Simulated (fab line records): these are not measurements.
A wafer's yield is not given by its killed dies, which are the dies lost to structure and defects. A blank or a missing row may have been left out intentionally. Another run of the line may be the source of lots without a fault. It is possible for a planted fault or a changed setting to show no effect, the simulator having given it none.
fab line records | flow sky130 | part 1 of 2: steps 1 to 22 of 32
[record] lots = 5 | wafers = 15 | last-day = 50
route steps=708 shown NWELL@67 PWDE@84 VT_ADJUST_HVTP@85 VT_ADJUST_LVTN@97
lots that met no fault: taken from a fault-free run of the same line
start-h: start of the lot's first displayed wafer, in hours after the record's first day | wait-h: hours elapsed since this lot's preceding step | " the same as in the row above | L1.1+2: one row covering several wafers at once | - no value, or no start given | * or withheld: withheld | < > ~ a bound
route shown NAME@n: a module of which the file shows steps, and the number in the route of the first | usual: mean/standard deviation taken from wafers without a fault | same: alike in all rows | chamber/n: place in a boat | sites: readings site by site | _std_site: the standard deviation of these | _edge_site: inner sites' mean taken away from outer sites' mean | radius-mm: for every site, how far away it sits from the centre of the wafer | mask NAME#n: copy n | behind: the most recent tool/chamber to have shaped the wafer | hold: why the lot went on hold/how many hours it stayed there/how the hold came to an end | device: names the non-switching transistor (n, p or np) | end of line: at the end of the route, the tests of the same wafers | for a step that has no rows: nothing shown but its recipe | killed: dies lost to structure and defects at the first sort, not the wafer's yield | map: a wafer's dies, marking killed ones x, the rest . and places with no die _
set.NAME: the setting the step ran with; set.NAME@STEP: the setting that earlier step ran with | model.NAME: the simulator's own value behind a step, which no gauge read
certain route steps with their lots: each step a table, each wafer a row
services: when a tool's chamber went out of use (start-h, in hours from the record's first day, below 0 if earlier), for how many hours, and the reason
[[steps]]
[step SKY_NWELL_STRIP_14]
[recipe] chemistry = O2/N2 | power-w = 1400 | pressure-mtorr = 1500 | platen-temp-c = withheld | o2-flow-sccm = 3000 | n2-flow-sccm = 300 | overash-fraction = 0.5
[usual] drypump-motor-current-A = 5.73/0.17 | n2-flow-sccm = 300.0/0.96 | oes-product-au = 0.722/0.0045 | strip-time-to-endpoint-s = 36.95/0.097
lot.wafer | tool            | chamber | start-h | wait-h | drypump-motor-current-A | n2-flow-sccm | oes-product-au | rf-hours-counter-h | strip-time-to-endpoint-s
L078.1    | plasma-asher-01 | 1       | 109.65  | 0.1    | 5.66                    | 298.0        | 0.720          | 39                 | 36.97
L078.4    | "               | 1       | "       | "      | 5.65                    | 299.1        | 0.724          | -                  | 36.85
L078.6    | "               | 0       | "       | "      | 5.64                    | 299.8        | 0.716          | -                  | 36.96
L081.1    | plasma-asher-01 | 1       | 128.65  | 0.1    | 5.63                    | 298.6        | 0.724          | 41                 | 37.00
L081.2    | "               | 0       | "       | "      | 5.63                    | 299.8        | 0.717          | 41                 | 37.01
L081.3    | "               | 1       | "       | "      | 5.65                    | 300.1        | 0.724          | -                  | 37.05
L084.1    | plasma-asher-01 | 1       | 144.06  | 0.1    | 5.66                    | 300.7        | 0.715          | 42                 | 36.84
L084.3    | "               | 0       | "       | "      | 5.65                    | 298.9        | 0.726          | -                  | 37.03
L084.5    | "               | 0       | "       | "      | 5.64                    | 299.2        | 0.725          | -                  | 36.87
L085.1    | plasma-asher-04 | 1       | 150.66  | 0.1    | 5.87                    | 299.3        | 0.726          | 46                 | 36.97
L085.2    | "               | 0       | "       | "      | 5.60                    | 299.8        | 0.722          | 46                 | 37.07
L085.5    | "               | 0       | "       | "      | 5.58                    | 300.7        | 0.725          | -                  | 37.03
L096.3    | plasma-asher-03 | 0       | 219.84  | 0.1    | 6.18                    | 300.6        | 0.721          | -                  | 36.96
L096.5    | "               | 0       | "       | "      | 6.15                    | 300.5        | 0.721          | -                  | 36.89
L096.6    | "               | 1       | "       | "      | 5.76                    | 299.9        | 0.725          | -                  | 36.93
[step SKY_NWELL_TW_MEAS_15]
[usual] NWELL_TW = 1805/18
lot.wafer | tool          | chamber | start-h | wait-h | NWELL_TW
L078.1    | film-metro-02 | -       | 109.75  | 0.1    | 1781
L078.4    | "             | -       | "       | "      | 1774
L078.6    | "             | -       | "       | "      | 1778
L081.1    | film-metro-02 | -       | 128.75  | 0.1    | 1779
L081.2    | "             | -       | "       | "      | 1778
L081.3    | "             | -       | "       | "      | 1787
L084.1    | film-metro-02 | -       | 144.16  | 0.1    | 1787
L084.3    | "             | -       | "       | "      | 1788
L084.5    | "             | -       | "       | "      | 1790
L085.1    | film-metro-03 | -       | 150.76  | 0.1    | 1818
L085.2    | "             | -       | "       | "      | 1805
L085.5    | "             | -       | "       | "      | 1811
L096.3    | film-metro-03 | -       | 219.93  | 0.1    | 1825
L096.5    | "             | -       | "       | "      | 1818
L096.6    | "             | -       | "       | "      | 1819
[step SKY_NWELL_DEHYDRATE_16]
[recipe] temp-c = 200 | time-s = 60
[usual] exhaust-pa = 44.8/0.99 | heater-power-total-W = 160.38/0.12 | plate-temp-C = 199.99/0.17
lot.wafer | tool           | chamber | start-h | wait-h | exhaust-pa | heater-power-total-W | plate-temp-C
L078.1    | litho-track-01 | 0       | 118.37  | 8.6    | 45.0       | 160.32               | 200.03
L078.4    | "              | 0       | "       | "      | 44.6       | 160.48               | 200.22
L078.6    | "              | 0       | "       | "      | 46.2       | 160.17               | 199.99
L081.1    | litho-track-02 | 0       | 137.94  | 9.2    | 44.0       | 160.42               | 199.94
L081.2    | "              | 0       | "       | "      | 44.7       | 160.42               | 200.36
L081.3    | "              | 0       | "       | "      | 43.8       | 160.53               | 200.04
L084.1    | litho-track-03 | 0       | 152.77  | 8.6    | 46.4       | 160.47               | 200.16
L084.3    | "              | 0       | "       | "      | 46.3       | 160.39               | 200.26
L084.5    | "              | 0       | "       | "      | 46.6       | 160.35               | 200.13
L085.1    | litho-track-02 | 0       | 160.79  | 10.0   | 44.2       | 160.53               | 200.11
L085.2    | "              | 0       | "       | "      | 45.7       | 160.51               | 200.05
L085.5    | "              | 0       | "       | "      | 44.8       | 160.50               | 200.14
L096.3    | litho-track-02 | 0       | 230.24  | 10.3   | 45.0       | 160.28               | 199.95
L096.5    | "              | 0       | "       | "      | 45.0       | 160.52               | 199.74
L096.6    | "              | 0       | "       | "      | 45.6       | 160.40               | 200.06
[step SKY_NWELL_HMDS_17]
[recipe] prime-time-s = 60 | prime-temp-c = 120
[usual] exhaust-pa = 44.9/0.91
lot.wafer | tool           | chamber | start-h | wait-h | exhaust-pa
L078.1    | litho-track-01 | 0       | 118.52  | 0.1    | 45.1
L078.4    | "              | 0       | "       | "      | 46.0
L078.6    | "              | 0       | "       | "      | 45.8
L081.1    | litho-track-02 | 0       | 138.09  | 0.1    | 45.4
L081.2    | "              | 0       | "       | "      | 43.8
L081.3    | "              | 0       | "       | "      | 44.4
L084.1    | litho-track-03 | 0       | 152.92  | 0.1    | 45.6
L084.3    | "              | 0       | "       | "      | 44.0
L084.5    | "              | 0       | "       | "      | 44.2
L085.1    | litho-track-02 | 0       | 160.94  | 0.1    | 44.4
L085.2    | "              | 0       | "       | "      | 45.1
L085.5    | "              | 0       | "       | "      | 45.4
L096.3    | litho-track-02 | 0       | 230.39  | 0.1    | 45.0
L096.5    | "              | 0       | "       | "      | 45.6
L096.6    | "              | 0       | "       | "      | 45.7
[step SKY_NWELL_COAT_18]
[recipe] spin-rpm = 2000 | resist-thk-nm = 3000
[usual] exhaust-pa = 45.1/0.81
lot.wafer | tool           | chamber | start-h | wait-h | exhaust-pa
L078.1    | litho-track-01 | 0       | 118.67  | 0.1    | 45.3
L078.4    | "              | 0       | "       | "      | 46.0
L078.6    | "              | 0       | "       | "      | 45.9
L081.1    | litho-track-02 | 0       | 138.24  | 0.1    | 44.7
L081.2    | "              | 0       | "       | "      | 44.5
L081.3    | "              | 0       | "       | "      | 44.5
L084.1    | litho-track-03 | 0       | 153.07  | 0.1    | 44.7
L084.3    | "              | 0       | "       | "      | 45.2
L084.5    | "              | 0       | "       | "      | 45.3
L085.1    | litho-track-02 | 0       | 161.09  | 0.1    | 44.7
L085.2    | "              | 0       | "       | "      | 44.2
L085.5    | "              | 0       | "       | "      | 44.3
L096.3    | litho-track-02 | 0       | 230.54  | 0.1    | 45.6
L096.5    | "              | 0       | "       | "      | 45.9
L096.6    | "              | 0       | "       | "      | 45.0
[step SKY_NWELL_SOFTBAKE_19]
[recipe] temp-c = 110 | time-s = withheld
[usual] exhaust-pa = 45.0/0.89 | heater-power-total-W = 65.32/0.14 | plate-temp-C = 109.99/0.13
lot.wafer | tool           | chamber | start-h | wait-h | exhaust-pa | heater-power-total-W | plate-temp-C
L078.1    | litho-track-01 | 0       | 118.82  | 0.1    | 43.7       | 65.38                | 110.30
L078.4    | "              | 0       | "       | "      | 44.0       | 65.54                | 110.13
L078.6    | "              | 0       | "       | "      | 44.4       | 65.31                | 110.04
L081.1    | litho-track-02 | 0       | 138.39  | 0.1    | 44.7       | 65.16                | 109.85
L081.2    | "              | 0       | "       | "      | 46.1       | 65.19                | 109.96
L081.3    | "              | 0       | "       | "      | 44.8       | 65.24                | 110.01
L084.1    | litho-track-03 | 0       | 153.22  | 0.1    | 45.2       | 65.22                | 110.17
L084.3    | "              | 0       | "       | "      | 45.5       | 65.23                | 110.25
L084.5    | "              | 0       | "       | "      | 45.2       | 65.15                | 110.16
L085.1    | litho-track-02 | 0       | 161.24  | 0.1    | 45.9       | 65.20                | 109.86
L085.2    | "              | 0       | "       | "      | 43.5       | 65.51                | 109.92
L085.5    | "              | 0       | "       | "      | 44.6       | 65.24                | 109.81
L096.3    | litho-track-02 | 0       | 230.71  | 0.1    | 44.8       | 65.40                | 110.14
L096.5    | "              | 0       | "       | "      | 46.4       | 65.44                | 110.07
L096.6    | "              | 0       | "       | "      | 44.5       | 65.14                | 110.00
[step SKY_NWELL_EXPOSE_20]
[recipe] mask-id = NWM_COMPLEMENT | na = 0.6 | source-shape = conventional | sigma-outer = 0.6 | polarization = unpolarized | target-cd-nm = 840 | dose-mj = 260
[usual] exposure-dose-mJ-cm2 = 260.01/0.24
lot.wafer | tool             | chamber | start-h | wait-h | mask             | exposure-dose-mJ-cm2
L078.1    | iline-stepper-01 | 0       | -       | -      | NWM_COMPLEMENT#0 | 260.25
L078.4    | "                | 0       | "       | "      | NWM_COMPLEMENT#0 | 260.14
L078.6    | "                | 0       | "       | "      | NWM_COMPLEMENT#0 | 260.21
L081.1    | iline-stepper-02 | 0       | -       | -      | NWM_COMPLEMENT#0 | 259.70
L081.2    | "                | 0       | "       | "      | NWM_COMPLEMENT#0 | 259.77
L081.3    | "                | 0       | "       | "      | NWM_COMPLEMENT#0 | 259.89
L084.1    | iline-stepper-01 | 0       | -       | -      | NWM_COMPLEMENT#0 | 260.21
L084.3    | "                | 0       | "       | "      | NWM_COMPLEMENT#0 | 260.17
L084.5    | "                | 0       | "       | "      | NWM_COMPLEMENT#0 | 259.99
L085.1    | iline-stepper-02 | 0       | -       | -      | NWM_COMPLEMENT#0 | 259.56
L085.2    | "                | 0       | "       | "      | NWM_COMPLEMENT#0 | 259.90
L085.5    | "                | 0       | "       | "      | NWM_COMPLEMENT#0 | 260.13
L096.3    | iline-stepper-01 | 0       | -       | -      | NWM_COMPLEMENT#0 | 260.28
L096.5    | "                | 0       | "       | "      | NWM_COMPLEMENT#0 | 260.05
L096.6    | "                | 0       | "       | "      | NWM_COMPLEMENT#0 | 259.90
[step SKY_NWELL_PEB_21]
[recipe] temp-c = 115 | time-s = withheld
[usual] exhaust-pa = 45.2/1 | heater-power-total-W = 69.34/0.14 | plate-temp-C = 114.97/0.14
lot.wafer | tool           | chamber | start-h | wait-h | exhaust-pa | heater-power-total-W | plate-temp-C
L078.1    | litho-track-02 | 0       | -       | -      | 46.6       | 69.48                | 114.92
L078.4    | "              | 0       | "       | "      | 45.3       | 69.39                | 115.25
L078.6    | "              | 0       | "       | "      | 45.8       | 69.47                | 115.15
L081.1    | litho-track-01 | 0       | -       | -      | 44.8       | 69.43                | 115.01
L081.2    | "              | 0       | "       | "      | 45.8       | 69.27                | 114.79
L081.3    | "              | 0       | "       | "      | 45.2       | 69.45                | 115.13
L084.1    | litho-track-02 | 0       | -       | -      | 45.4       | 69.25                | 115.08
L084.3    | "              | 0       | "       | "      | 45.7       | 69.40                | 115.15
L084.5    | "              | 0       | "       | "      | 45.5       | 69.34                | 114.94
L085.1    | litho-track-02 | 0       | -       | -      | 44.5       | 69.49                | 114.93
L085.2    | "              | 0       | "       | "      | 45.2       | 69.52                | 115.14
L085.5    | "              | 0       | "       | "      | 44.9       | 69.12                | 114.95
L096.3    | litho-track-01 | 0       | -       | -      | 45.0       | 69.53                | 115.12
L096.5    | "              | 0       | "       | "      | 44.3       | 69.30                | 114.74
L096.6    | "              | 0       | "       | "      | 45.5       | 69.15                | 114.84
[step SKY_NWELL_DEVELOP_22]
[recipe] wall-angle-deg = 90 | developer = TMAH | develop-time-s = 60 | dev-temp-c = 23
[usual] exhaust-pa = 44.8/1.1
lot.wafer | tool           | chamber | start-h | wait-h | exhaust-pa
L078.1    | litho-track-02 | 0       | -       | -      | 43.3
L078.4    | "              | 0       | "       | "      | 45.5
L078.6    | "              | 0       | "       | "      | 44.7
L081.1    | litho-track-01 | 0       | -       | -      | 45.2
L081.2    | "              | 0       | "       | "      | 47.8
L081.3    | "              | 0       | "       | "      | 46.2
L084.1    | litho-track-02 | 0       | -       | -      | 43.5
L084.3    | "              | 0       | "       | "      | 44.0
L084.5    | "              | 0       | "       | "      | 44.2
L085.1    | litho-track-02 | 0       | -       | -      | 42.8
L085.2    | "              | 0       | "       | "      | 43.1
L085.5    | "              | 0       | "       | "      | 44.3
L096.3    | litho-track-01 | 0       | -       | -      | 43.7
L096.5    | "              | 0       | "       | "      | 43.2
L096.6    | "              | 0       | "       | "      | 43.0
[step SKY_NWELL_OVL_MEAS_23]
[usual] NWELL_01_OVL = 0.2/1.1
lot.wafer | tool       | chamber | start-h | wait-h | NWELL_01_OVL[nm]
L078.1    | overlay-02 | -       | 127.99  | -      | -0.5
L078.4    | "          | -       | "       | "      | -0.1
L078.6    | "          | -       | "       | "      | -0.4
L081.1    | overlay-01 | -       | 148.22  | -      | 1.2
L081.2    | "          | -       | "       | "      | 0.2
L081.3    | "          | -       | "       | "      | 1.0
L084.1    | overlay-02 | -       | 162.74  | -      | 0.2
L084.3    | "          | -       | "       | "      | 1.5
L084.5    | "          | -       | "       | "      | 0.7
L085.1    | overlay-01 | -       | 170.09  | -      | -1.4
L085.2    | "          | -       | "       | "      | -0.8
L085.5    | "          | -       | "       | "      | 1.1
L096.3    | overlay-02 | -       | 242.28  | -      | 0.9
L096.5    | "          | -       | "       | "      | 1.3
L096.6    | "          | -       | "       | "      | 1.7
[step SKY_NWELL_IMPLANT_24]
[recipe] species = B | energy-kev = 140 | dose-cm2 = 9.2e+12 | tilt-deg = withheld
lot.wafer  | tool         | chamber | start-h | wait-h
L078.1+4+6 | implanter-01 | 0       | 128.03  | 0.0
L081.1+2+3 | implanter-03 | 0       | 148.25  | 0.0
L084.1+3+5 | implanter-03 | 0       | 162.78  | 0.0
L085.1+2+5 | implanter-03 | 0       | 170.13  | 0.0
L096.3+5+6 | implanter-03 | 0       | 242.35  | 0.1
[step SKY_NWELL_STRIP_25]
[recipe] chemistry = O2/N2 | power-w = 1400 | pressure-mtorr = 1500 | platen-temp-c = withheld | o2-flow-sccm = 3000 | n2-flow-sccm = 300 | overash-fraction = 0.5
[usual] drypump-motor-current-A = 5.74/0.17 | n2-flow-sccm = 300.0/0.88 | oes-product-au = 0.723/0.0043 | strip-time-to-endpoint-s = 36.97/0.13
lot.wafer | tool            | chamber | start-h | wait-h | drypump-motor-current-A | n2-flow-sccm | oes-product-au | rf-hours-counter-h | strip-time-to-endpoint-s
L078.1    | plasma-asher-04 | 1       | 128.18  | 0.1    | 5.89                    | 299.2        | 0.719          | 44                 | 36.82
L078.4    | "               | 1       | "       | "      | 5.91                    | 300.3        | 0.725          | -                  | 36.77
L078.6    | "               | 0       | "       | "      | 5.54                    | 299.6        | 0.728          | -                  | 36.73
L081.1    | plasma-asher-01 | 0       | 148.40  | 0.1    | 5.64                    | 299.2        | 0.723          | 43                 | 37.20
L081.2    | "               | 1       | "       | "      | 5.68                    | 298.3        | 0.720          | 43                 | 37.16
L081.3    | "               | 1       | "       | "      | 5.66                    | 300.4        | 0.725          | -                  | 37.15
L084.1    | plasma-asher-04 | 1       | 162.93  | 0.1    | 5.89                    | 301.6        | 0.723          | 47                 | 37.03
L084.3    | "               | 1       | "       | "      | 5.91                    | 301.5        | 0.719          | -                  | 36.91
L084.5    | "               | 0       | "       | "      | 5.55                    | 300.1        | 0.715          | -                  | 36.94
L085.1    | plasma-asher-01 | 0       | 170.28  | 0.1    | 5.66                    | 299.9        | 0.717          | 45                 | 36.79
L085.2    | "               | 1       | "       | "      | 5.65                    | 298.3        | 0.723          | 45                 | 36.89
L085.5    | "               | 0       | "       | "      | 5.65                    | 300.5        | 0.717          | -                  | 36.97
L096.3    | plasma-asher-04 | 1       | 242.48  | 0.1    | 5.91                    | 301.7        | 0.722          | -                  | 37.00
L096.5    | "               | 1       | "       | "      | 5.89                    | 299.8        | 0.721          | -                  | 36.99
L096.6    | "               | 0       | "       | "      | 5.58                    | 300.6        | 0.718          | -                  | 37.11
[step SKY_NWELL_TW_MEAS_26]
[usual] NWELL_2_TW = 492/4.7
lot.wafer | tool          | chamber | start-h | wait-h | NWELL_2_TW
L078.1    | film-metro-03 | -       | 128.28  | 0.1    | 495
L078.4    | "             | -       | "       | "      | 497
L078.6    | "             | -       | "       | "      | 493
L081.1    | film-metro-02 | -       | 148.50  | 0.1    | 488
L081.2    | "             | -       | "       | "      | 487
L081.3    | "             | -       | "       | "      | 486
L084.1    | film-metro-03 | -       | 163.03  | 0.1    | 493
L084.3    | "             | -       | "       | "      | 493
L084.5    | "             | -       | "       | "      | 492
L085.1    | film-metro-02 | -       | 170.38  | 0.1    | 486
L085.2    | "             | -       | "       | "      | 486
L085.5    | "             | -       | "       | "      | 485
L096.3    | film-metro-02 | -       | 242.57  | 0.1    | 485
L096.5    | "             | -       | "       | "      | 489
L096.6    | "             | -       | "       | "      | 486
[step SKY_NWELL_CLEAN_27]
[recipe] chemistry = SC1/SC2 | mix = 1:4:20 | temp-c = 70 | time-s = 150 | dry = n2-spin
lot.wafer  | tool         | chamber | start-h | wait-h
L078.1+4+6 | wet-bench-04 | 0       | 128.34  | 0.1
L081.1+2+3 | wet-bench-04 | 3       | 148.56  | 0.1
L084.1+3+5 | wet-bench-03 | 2       | 163.09  | 0.1
L085.1+2+5 | wet-bench-01 | 3       | 170.44  | 0.1
L096.3+5+6 | wet-bench-01 | 3       | 242.61  | 0.0
[step SKY_NWELL_RTA_28]
[recipe] temp-c = 1050 | time-s = 30 | idle-temp-c = 650 | ramp-up-c-per-s = 150 | ramp-down-c-per-s = 90 | ambient = N2
[usual] anneal-temp-c-max = 1056.3/1 | lamp-power-pct = 25.31/0.054 | ramp-down-c-per-s = 89.999/0.015 | wafer_temp_C_max = 1054.7/0.85
lot.wafer | tool          | chamber | start-h | wait-h | anneal-temp-c-max | lamp-power-pct | ramp-down-c-per-s | wafer_temp_C_max
L078.1    | rtp-anneal-02 | 0       | 128.39  | 0.0    | 1056.9            | 25.30          | 90.008            | 1054.0
L078.4    | "             | 0       | "       | "      | 1055.7            | 25.29          | 90.013            | 1054.1
L078.6    | "             | 0       | "       | "      | 1057.0            | 25.28          | 89.990            | 1055.1
L081.1    | rtp-anneal-01 | 0       | 148.61  | 0.0    | 1055.1            | 25.28          | 90.014            | 1053.7
L081.2    | "             | 0       | "       | "      | 1054.8            | 25.21          | 90.005            | 1053.9
L081.3    | "             | 0       | "       | "      | 1056.4            | 25.31          | 89.995            | 1054.2
L084.1    | rtp-anneal-02 | 0       | 163.14  | 0.0    | 1054.8            | 25.31          | 90.018            | 1054.3
L084.3    | "             | 0       | "       | "      | 1055.7            | 25.25          | 90.016            | 1054.0
L084.5    | "             | 0       | "       | "      | 1056.6            | 25.24          | 90.036            | 1054.7
L085.1    | rtp-anneal-02 | 0       | 170.49  | 0.0    | 1056.4            | 25.33          | 89.996            | 1053.2
L085.2    | "             | 0       | "       | "      | 1054.8            | 25.28          | 90.004            | 1054.7
L085.5    | "             | 0       | "       | "      | 1055.8            | 25.26          | 90.009            | 1055.8
L096.3    | rtp-anneal-02 | 0       | 242.69  | 0.0    | 1059.1            | 25.26          | 89.981            | 1054.3
L096.5    | "             | 0       | "       | "      | 1057.1            | 25.31          | 89.974            | 1055.1
L096.6    | "             | 0       | "       | "      | 1057.0            | 25.42          | 90.007            | 1055.0
[step SKY_NWELL_RS_MEAS_29]
[recipe] thk-meas-gauge = four-point-probe
[usual] NWELL_RS = 625.2/1.9
lot.wafer | tool          | chamber | start-h | wait-h | NWELL_RS[ohm/sq]
L078.1    | film-metro-01 | -       | 128.59  | 0.2    | 626.8
L078.4    | "             | -       | "       | "      | 626.5
L078.6    | "             | -       | "       | "      | 625.3
L081.1    | film-metro-01 | -       | 148.71  | 0.1    | 623.6
L081.2    | "             | -       | "       | "      | 624.3
L081.3    | "             | -       | "       | "      | 621.4
L084.1    | film-metro-02 | -       | 163.24  | 0.1    | 625.0
L084.3    | "             | -       | "       | "      | 623.0
L084.5    | "             | -       | "       | "      | 622.6
L085.1    | film-metro-01 | -       | 170.59  | 0.1    | 626.6
L085.2    | "             | -       | "       | "      | 626.8
L085.5    | "             | -       | "       | "      | 623.7
L096.3    | film-metro-01 | -       | 242.80  | 0.1    | 624.6
L096.5    | "             | -       | "       | "      | 623.8
L096.6    | "             | -       | "       | "      | 624.4
[step SKY_NWELL_RS_MEAS_31]
[recipe] thk-meas-gauge = four-point-probe
[usual] PWDE_RS = 5278/16
lot.wafer | tool          | chamber | start-h | wait-h | PWDE_RS[ohm/sq]
L078.1    | film-metro-01 | -       | 128.83  | 0.1    | 5275
L078.4    | "             | -       | "       | "      | 5290
L078.6    | "             | -       | "       | "      | 5279
L081.1    | film-metro-01 | -       | 148.95  | 0.1    | 5268
L081.2    | "             | -       | "       | "      | 5271
L081.3    | "             | -       | "       | "      | 5241
L084.1    | film-metro-02 | -       | 163.48  | 0.1    | 5256
L084.3    | "             | -       | "       | "      | 5252
L084.5    | "             | -       | "       | "      | 5265
L085.1    | film-metro-01 | -       | 170.83  | 0.1    | 5287
L085.2    | "             | -       | "       | "      | 5303
L085.5    | "             | -       | "       | "      | 5302
L096.3    | film-metro-01 | -       | 243.04  | 0.1    | 5257
L096.5    | "             | -       | "       | "      | 5281
L096.6    | "             | -       | "       | "      | 5261
[step SKY_VT_ADJUST_HVTP_DEHYDRATE_00]
[recipe] temp-c = 200 | time-s = 60
[usual] exhaust-pa = 45.1/0.85 | heater-power-total-W = 160.39/0.13 | plate-temp-C = 200.00/0.16
lot.wafer | tool           | chamber | start-h | wait-h | exhaust-pa | heater-power-total-W | plate-temp-C
L078.1    | litho-track-01 | 0       | 138.37  | 9.5    | 45.5       | 160.34               | 200.13
L078.4    | "              | 0       | "       | "      | 44.4       | 160.62               | 200.25
L078.6    | "              | 0       | "       | "      | 44.6       | 160.29               | 200.05
L081.1    | litho-track-03 | 0       | 158.67  | 9.7    | 43.9       | 160.33               | 200.42
L081.2    | "              | 0       | "       | "      | 44.6       | 160.60               | 200.17
L081.3    | "              | 0       | "       | "      | 44.9       | 160.34               | 200.13
L084.1    | litho-track-03 | 0       | 172.62  | 9.1    | 46.1       | 160.37               | 199.87
L084.3    | "              | 0       | "       | "      | 45.5       | 160.56               | 200.00
L084.5    | "              | 0       | "       | "      | 46.6       | 160.50               | 199.96
L085.1    | litho-track-01 | 0       | 181.92  | 11.1   | 45.4       | 160.31               | 200.13
L085.2    | "              | 0       | "       | "      | 45.5       | 160.40               | 200.08
L085.5    | "              | 0       | "       | "      | 45.1       | 160.38               | 200.12
L096.3    | litho-track-03 | 0       | 254.22  | 11.2   | 45.1       | 160.47               | 199.87
L096.5    | "              | 0       | "       | "      | 44.6       | 160.13               | 199.82
L096.6    | "              | 0       | "       | "      | 44.9       | 160.61               | 199.87
[step SKY_VT_ADJUST_HVTP_HMDS_01]
[recipe] prime-time-s = 60 | prime-temp-c = 120
[usual] exhaust-pa = 45.1/0.85
lot.wafer | tool           | chamber | start-h | wait-h | exhaust-pa
L078.1    | litho-track-01 | 0       | 138.52  | 0.1    | 45.2
L078.4    | "              | 0       | "       | "      | 44.4
L078.6    | "              | 0       | "       | "      | 44.3
L081.1    | litho-track-03 | 0       | 158.82  | 0.1    | 45.8
L081.2    | "              | 0       | "       | "      | 45.6
L081.3    | "              | 0       | "       | "      | 46.0
L084.1    | litho-track-03 | 0       | 172.77  | 0.1    | 44.3
L084.3    | "              | 0       | "       | "      | 45.5
L084.5    | "              | 0       | "       | "      | 46.3
L085.1    | litho-track-01 | 0       | 182.07  | 0.1    | 45.2
L085.2    | "              | 0       | "       | "      | 45.4
L085.5    | "              | 0       | "       | "      | 44.7
L096.3    | litho-track-03 | 0       | 254.37  | 0.1    | 44.2
L096.5    | "              | 0       | "       | "      | 46.3
L096.6    | "              | 0       | "       | "      | 45.3
[step SKY_VT_ADJUST_HVTP_COAT_02]
[recipe] resist = NOVOLAK | spin-rpm = 3000 | resist-thk-nm = 1140
[usual] exhaust-pa = 45.3/0.84
lot.wafer | tool           | chamber | start-h | wait-h | exhaust-pa
L078.1    | litho-track-01 | 0       | 138.67  | 0.1    | 45.7
L078.4    | "              | 0       | "       | "      | 46.0
L078.6    | "              | 0       | "       | "      | 46.1
L081.1    | litho-track-03 | 0       | 158.97  | 0.1    | 45.2
L081.2    | "              | 0       | "       | "      | 45.9
L081.3    | "              | 0       | "       | "      | 45.5
L084.1    | litho-track-03 | 0       | 172.92  | 0.1    | 45.5
L084.3    | "              | 0       | "       | "      | 45.9
L084.5    | "              | 0       | "       | "      | 45.4
L085.1    | litho-track-01 | 0       | 182.22  | 0.1    | 45.5
L085.2    | "              | 0       | "       | "      | 43.8
L085.5    | "              | 0       | "       | "      | 45.8
L096.3    | litho-track-03 | 0       | 254.52  | 0.1    | 45.8
L096.5    | "              | 0       | "       | "      | 45.0
L096.6    | "              | 0       | "       | "      | 45.3
[step SKY_VT_ADJUST_HVTP_SOFTBAKE_03]
[recipe] temp-c = 90 | time-s = 60 | resist = NOVOLAK
[usual] exhaust-pa = 45.1/0.95 | heater-power-total-W = 56.59/0.045 | plate-temp-C = 89.98/0.12
lot.wafer | tool           | chamber | start-h | wait-h | exhaust-pa | heater-power-total-W | plate-temp-C
L078.1    | litho-track-01 | 0       | 138.82  | 0.1    | 46.6       | 56.54                | 89.87
L078.4    | "              | 0       | "       | "      | 45.3       | 56.59                | 89.69
L078.6    | "              | 0       | "       | "      | 45.2       | 56.57                | 89.77
L081.1    | litho-track-03 | 0       | 159.12  | 0.1    | 44.8       | 56.64                | 90.08
L081.2    | "              | 0       | "       | "      | 44.8       | 56.60                | 90.13
L081.3    | "              | 0       | "       | "      | 44.8       | 56.57                | 90.13
L084.1    | litho-track-03 | 0       | 173.07  | 0.1    | 46.6       | 56.58                | 90.18
L084.3    | "              | 0       | "       | "      | 44.9       | 56.60                | 90.22
L084.5    | "              | 0       | "       | "      | 46.3       | 56.55                | 90.00
L085.1    | litho-track-01 | 0       | 182.37  | 0.1    | 43.3       | 56.64                | 90.03
L085.2    | "              | 0       | "       | "      | 43.9       | 56.60                | 90.08
L085.5    | "              | 0       | "       | "      | 44.8       | 56.56                | 90.06
L096.3    | litho-track-03 | 0       | 254.67  | 0.1    | 43.0       | 56.54                | 89.77
L096.5    | "              | 0       | "       | "      | 44.0       | 56.56                | 89.95
L096.6    | "              | 0       | "       | "      | 43.8       | 56.66                | 90.01
[step SKY_VT_ADJUST_HVTP_EXPOSE_04]
[recipe] mask-id = HVTPM | na = 0.6 | source-shape = conventional | sigma-outer = 0.6 | polarization = unpolarized | target-cd-nm = 380 | dose-mj = 140
[usual] exposure-dose-mJ-cm2 = 139.96/0.13
lot.wafer | tool             | chamber | start-h | wait-h | mask    | exposure-dose-mJ-cm2
L078.1    | iline-stepper-02 | 0       | -       | -      | HVTPM#0 | 139.90
L078.4    | "                | 0       | "       | "      | HVTPM#0 | 139.93
L078.6    | "                | 0       | "       | "      | HVTPM#0 | 139.83
L081.1    | iline-stepper-02 | 0       | -       | -      | HVTPM#0 | 139.92
L081.2    | "                | 0       | "       | "      | HVTPM#0 | 139.95
L081.3    | "                | 0       | "       | "      | HVTPM#0 | 140.00
L084.1    | iline-stepper-02 | 0       | -       | -      | HVTPM#0 | 140.05
L084.3    | "                | 0       | "       | "      | HVTPM#0 | 139.93
L084.5    | "                | 0       | "       | "      | HVTPM#0 | 139.77
L085.1    | iline-stepper-01 | 0       | -       | -      | HVTPM#0 | 140.12
L085.2    | "                | 0       | "       | "      | HVTPM#0 | 139.91
L085.5    | "                | 0       | "       | "      | HVTPM#0 | 140.06
L096.3    | iline-stepper-02 | 0       | -       | -      | HVTPM#0 | 139.97
L096.5    | "                | 0       | "       | "      | HVTPM#0 | 139.95
L096.6    | "                | 0       | "       | "      | HVTPM#0 | 139.78
